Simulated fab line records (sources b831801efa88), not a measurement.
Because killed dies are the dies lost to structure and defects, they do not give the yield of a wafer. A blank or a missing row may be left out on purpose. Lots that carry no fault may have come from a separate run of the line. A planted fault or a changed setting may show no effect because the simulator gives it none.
The tool behind it: which one? + flow sky130 + at 1 step of a route of 708, 12 lots with 36 wafers sampled

WHAT EACH GAUGE READ, for each wafer
SKY_VT_ADJUST_HVTP_TW_MEAS_11.
| lot  | measured     | on           | VT_ADJUST_HVTP_TW |
|------|--------------|--------------|-------------------|
| L075 | day 6 16:26  | filmMetro-01 | 1326 1325 1337    |
| L077 | day 7 03:19  | filmMetro-02 | 1356 1343 1347    |
| L079 | day 7 14:55  | filmMetro-04 | 1373 1375 1371    |
| L081 | day 8 03:26  | filmMetro-01 | 1329 1326 1326    |
| L083 | day 8 18:18  | filmMetro-02 | 1349 1351 1347    |
| L085 | day 9 06:32  | filmMetro-04 | 1377 1369 1369    |
| L087 | day 9 15:55  | filmMetro-02 | 1351 1343 1360    |
| L089 | day 10 08:47 | filmMetro-04 | 1377 1374 1366    |
| L091 | day 10 23:14 | filmMetro-01 | 1339 1333 1337    |
| L093 | day 11 05:48 | filmMetro-04 | 1371 1370 1374    |
| L095 | day 11 18:38 | filmMetro-04 | 1373 1366 1373    |
| L097 | day 12 15:17 | filmMetro-02 | 1339 1338 1338    |

EACH LOT AND THE TOOL THAT RAN IT (in order: tool; ch and the chambers of the sampled wafers; start)
Record: no process step prior to these readings.

THE ANSWER, worked out from the rows above alone
Rule: usual is defined by the lots themselves. Put in order of their means at a reading, lots are off if they are a third of the lots or fewer, leave a main group of 4 or more, and stand apart from it by a gap of 3 or more times the standard deviation of the main group's means; of several such gaps the widest counts. Not used: any main group whose means are identical at the precision the tables above print for the reading. A lot without any number at a reading at which 4 lots or more have one is off too. All remaining lots with rows at the step are treated as sound.
None of the lots is off at any reading shown; this tells nothing.

WHAT WAS PUT IN BY THE SIMULATOR
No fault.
